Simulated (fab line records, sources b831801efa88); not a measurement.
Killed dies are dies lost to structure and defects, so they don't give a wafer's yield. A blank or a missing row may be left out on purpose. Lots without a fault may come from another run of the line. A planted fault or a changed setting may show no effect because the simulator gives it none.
A struck lot beside a sound one | flow sky130 | 19 steps out of a route of 708
Sound: wafers L183.1, L183.5, L183.6. Struck: wafers L182.1, L182.4, L182.6. The cause comes at the end.
At each step with rows: each side's tool, then ch and its chambers, then its first start. Under that, the readings that differ: sound wafers | struck wafers | difference of the means | sigmas: that difference in standard deviations of wafers without a fault.
alike: readings whose means differ by less than 2 such deviations, and words and numbers that are the same on both sides. not compared: withheld readings, readings that some wafer has no value for, bounds like >300 that may hide the same value, and numbers for which the record gives no deviation and whose values overlap.
The two part at a step that has a row with sigmas, a row that says differs or no value, or rows on one side only. Numbers that don't overlap but have no deviation are shown without sigmas and don't part them. A reading that every wafer of one side lacks parts them only if that side has two wafers or more.

SKY_LDD_HVP_OVL_MEAS_07:
  sound on overlay-01, day 26 18:55; struck on overlay-01, day 26 13:25
  alike: LDD_HVP_OVL
then, 1 step without rows for these wafers: SKY_LDD_HVP_IMPLANT_08.
SKY_LDD_HVP_STRIP_09: strips in O2/N2.
  sound on plasma_asher-04 ch 0,1, day 26 19:05; struck on plasma_asher-04 ch 0,1, day 26 13:35
  alike: drypump_motor_current_A, oes_product_au, strip_time_to_endpoint_s
  not compared: rf_hours_counter_h
SKY_LDD_HVP_TW_MEAS_10:
  sound on film_metro-02, day 26 19:11; struck on film_metro-03, day 26 13:41
  alike: LDD_HVP_TW
then, 7 steps without rows for these wafers: SKY_LDD_LDN_DEHYDRATE_00 (time 60 s); SKY_LDD_LDN_HMDS_01 (prime time 60 s); SKY_LDD_LDN_COAT_02 (resist thk 1140 nm); SKY_LDD_LDN_SOFTBAKE_03 (time 60 s); SKY_LDD_LDN_EXPOSE_04 (exposes mask LDNTM, target cd 700 nm); SKY_LDD_LDN_PEB_05; SKY_LDD_LDN_DEVELOP_06 (develop time 60 s).
SKY_LDD_LDN_OVL_MEAS_07:
  sound on overlay-01, day 27 23:31; struck on overlay-01, day 27 17:50
  alike: LDD_LDN_OVL
SKY_LDD_LDN_IMPLANT_08:
  sound on implanter-02 ch 0, day 27 23:32; struck on implanter-04 ch 0, day 27 17:53
  reading            | sound                            | struck                        | difference | sigmas
  dose_ions_cm2      | 1.2514e+13 1.2521e+13 1.2511e+13 | 1.263e+12 1.251e+12 1.243e+12 | -1.126e+13 | -99 or more
  faraday_current_uA | 71.1 71.5 69.9                   | 7.1 7.0 7.1                   | -63.8      | -43
  alike: beam_energy_keV
then, 3 steps without rows for these wafers: SKY_LDD_LDN_IMPLANT_09; SKY_LDD_LDN_IMPLANT_10; SKY_LDD_LDN_IMPLANT_11.
SKY_LDD_LDN_STRIP_12: strips in O2/N2.
  sound on plasma_asher-01 ch 0,1, day 28 00:08; struck on plasma_asher-01 ch 1, day 27 18:29
  alike: drypump_motor_current_A, oes_product_au, strip_time_to_endpoint_s
  not compared: rf_hours_counter_h
SKY_LDD_LDN_TW_MEAS_13:
  sound on film_metro-01, day 28 00:14; struck on film_metro-02, day 27 18:49
  reading    | sound          | struck         | difference | sigmas
  LDD_LDN_TW | 1470 1465 1474 | 1372 1370 1369 | -99        | -12
  not compared: hold
-- the record jumps here: 21 days lie between the struck wafers' starts before and after (it left off in module LDD_LDN and takes up again in module PAD_OPEN, whose first step shown is number 708 of the route) --
SKY_PAD_OPEN_PROBE_99:
  sound on prober-02, day 49 07:38; struck on prober-01, day 49 02:43
  reading                         | sound          | struck         | difference | sigmas
  model.etest.tip_sonos.rs_ohm_sq | 2654 2692 2728 | 2924 2943 2957 | +250       |
  alike: killed_at_M0_to_M3, killed_at_M4_up, killed_at_contacts, killed_at_front_end, killed_at_other, killed_dies, killed_on_rim, killed_open, killed_short

WHERE THEY PART
First at SKY_LDD_LDN_IMPLANT_08; last, within this record, at SKY_LDD_LDN_TW_MEAS_13. Later steps at which nothing parts them and some readings are alike: SKY_PAD_OPEN_PROBE_99.

WHY: what the simulator had put in
Process parameter drift: implanter-04, from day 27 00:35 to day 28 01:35, at SKY_LDD_LDN_IMPLANT_08. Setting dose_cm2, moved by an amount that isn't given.
